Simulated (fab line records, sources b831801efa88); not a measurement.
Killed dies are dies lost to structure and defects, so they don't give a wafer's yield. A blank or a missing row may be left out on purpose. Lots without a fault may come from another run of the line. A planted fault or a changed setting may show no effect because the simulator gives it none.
Which tool did it? | flow sky130 | 6 lots, 18 wafers sampled, at 4 steps of a route of 708

WHAT THE GAUGES READ, wafer by wafer
SKY_VIA3_BOW_MEAS_03.
lot  | measured     | on            | VIA3_BOW (um)
L888 | day 39 04:00 | film_metro-02 | 76 75 77
L895 | day 41 04:28 | film_metro-01 | 75 75 74
L901 | day 42 20:17 | film_metro-01 | 75 66 73
L903 | day 43 17:59 | film_metro-03 | 143 137 135 - - -
L904 | day 44 15:46 | film_metro-01 | 127 133 141 - - -
L910 | day 45 01:35 | film_metro-02 | 92 79 82

WHICH TOOL RAN EACH LOT (tool, then ch and the chambers of the sampled wafers, then the start)
lot  | SKY_VIA2_STRIP_16                    | SKY_METAL3_METAL_ETCH_18          | SKY_VIA3_CMP_02
L888 | plasma_asher-04 ch 0,1, day 36 20:26 | rie_metal-04 ch 1, day 39 02:18   | cmp-02 ch 1,2,3, day 39 03:47
L895 | plasma_asher-04 ch 0,1, day 38 22:22 | rie_metal-01 ch 0,1, day 41 03:09 | cmp-01 ch 0,3, day 41 04:11
L901 | plasma_asher-04 ch 0,1, day 40 16:36 | rie_metal-04 ch 0,1, day 42 18:56 | cmp-02 ch 0,1,2, day 42 19:59
L903 | plasma_asher-04 ch 0,1, day 41 16:39 | rie_metal-04 ch 0,1, day 43 16:41 | cmp-01 ch 0,3, day 43 17:40
L904 | plasma_asher-04 ch 0,1, day 42 14:08 | rie_metal-01 ch 0, day 44 14:29   | cmp-01 ch 0,1, day 44 15:28
L910 | plasma_asher-04 ch 1, day 43 01:00   | rie_metal-01 ch 0,1, day 45 00:17 | cmp-01 ch 1,3, day 45 01:20
- SKY_VIA2_STRIP_16: strips in O2/N2.
- SKY_METAL3_METAL_ETCH_18: etches the open film in Cl2/BCl3, stops on SiO2, target depth 845 nm, time 183.1 s.
- SKY_VIA3_CMP_02: polishes SiO2.

THE ANSWER, worked out from the rows above alone
Rule: what is usual is taken from the lots themselves. Put in order of their means at a reading, lots are off if they are a third of the lots or fewer, leave a main group of 4 or more, and stand apart from it by a gap of 3 or more times the standard deviation of the main group's means; of several such gaps the widest counts. A main group whose means are all the same, to the digits that the tables above print for the reading, isn't used. A lot without any number at a reading at which 4 lots or more have one is off too. The other lots that the step has rows for count as sound.
Off: L903, L904, at SKY_VIA3_BOW_MEAS_03 (VIA3_BOW). The main group: mean 77 um, standard deviation 4.8.
A tool fits if, at a process step before that reading, it ran every lot that is off, and no sound lot after the first of them. The gauges at SKY_VIA3_BOW_MEAS_03 are tried like those tools. None of those tried fits.

WHAT THE SIMULATOR HAD PUT IN
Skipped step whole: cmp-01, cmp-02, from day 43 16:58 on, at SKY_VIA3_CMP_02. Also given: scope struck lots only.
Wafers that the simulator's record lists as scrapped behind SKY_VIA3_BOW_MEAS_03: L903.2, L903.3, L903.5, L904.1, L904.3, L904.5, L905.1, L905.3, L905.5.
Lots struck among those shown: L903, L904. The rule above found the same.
